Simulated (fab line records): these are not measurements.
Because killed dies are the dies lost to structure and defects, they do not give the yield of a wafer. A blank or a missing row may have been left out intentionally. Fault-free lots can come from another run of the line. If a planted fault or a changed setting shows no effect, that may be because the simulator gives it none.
2 desks looking at one fault -- flow gf180mcu -- what lay behind the numbers comes last; until then each desk has only its own

== AT THE TOOL OWNER'S DESK: rie-diel-04 ==
The tool's own readings at GF_CONTACT_ETCH_17 (etches SiO2 in C4F8/O2/Ar, stops on CoSi2, target depth 860 nm): means of the sampled wafers that have a number, for each lot that ran on this tool. Marked OUT: a lot whose mean sits more than 4 standard deviations from the usual mean, which makes it out of limits; the brackets give that distance.
Columns: A = bias-w at GF_CONTACT_ETCH_17, usual 1200 W; B = oes-product-au at GF_CONTACT_ETCH_17, usual 0.816 a.u.
lot,first seen here,A,B
L349,day 16 15:00,1201,0.815
L347,day 16 18:00,1199,0.815
L346,day 16 22:00,1200,0.815
L355,day 18 16:00,1201,0.817
L363,day 21 11:00,1201,0.818
This desk found nothing out of limits on any of the 5 lots.

== THE METROLOGY DESK ==
Means of the sampled wafers that have a number, per lot and without regard to the tool the lot ran on: this is what the gauges read. Marked OUT: a lot whose mean sits more than 4 standard deviations from the usual mean, which makes it out of limits; the brackets give that distance.
Columns: A = POLY_GATE_OXIDATION_THK at GF_POLY_GATE_THK_MEAS_17, usual 4.03 nm; B = V1_BOW at GF_V1_BOW_MEAS_05, usual 81 um
lot,first seen here,A,B
L347,day 9 21:02,4.04,83
L349,day 9 21:02,4.03,80
L348,day 9 21:03,4.08,81
L346,day 9 23:25,4.05,82
L352,day 10 10:16,4.07,84
L353,day 10 18:18,3.96,89
L354,day 10 22:42,4.01,81
L355,day 11 07:35,4.04,72
L363,day 13 12:55,3.97,79
L366,day 14 15:46,4.03,94
L367,day 14 21:25,4.07,84
L369,day 15 12:31,4.01,83
This desk found nothing out of limits on any of the 12 lots.

== BROUGHT TOGETHER ==
The desk of the tool owner found nothing out of limits.
Metrology desk: nothing out of limits seen.

== WHAT THE SIMULATOR HAD INSERTED ==
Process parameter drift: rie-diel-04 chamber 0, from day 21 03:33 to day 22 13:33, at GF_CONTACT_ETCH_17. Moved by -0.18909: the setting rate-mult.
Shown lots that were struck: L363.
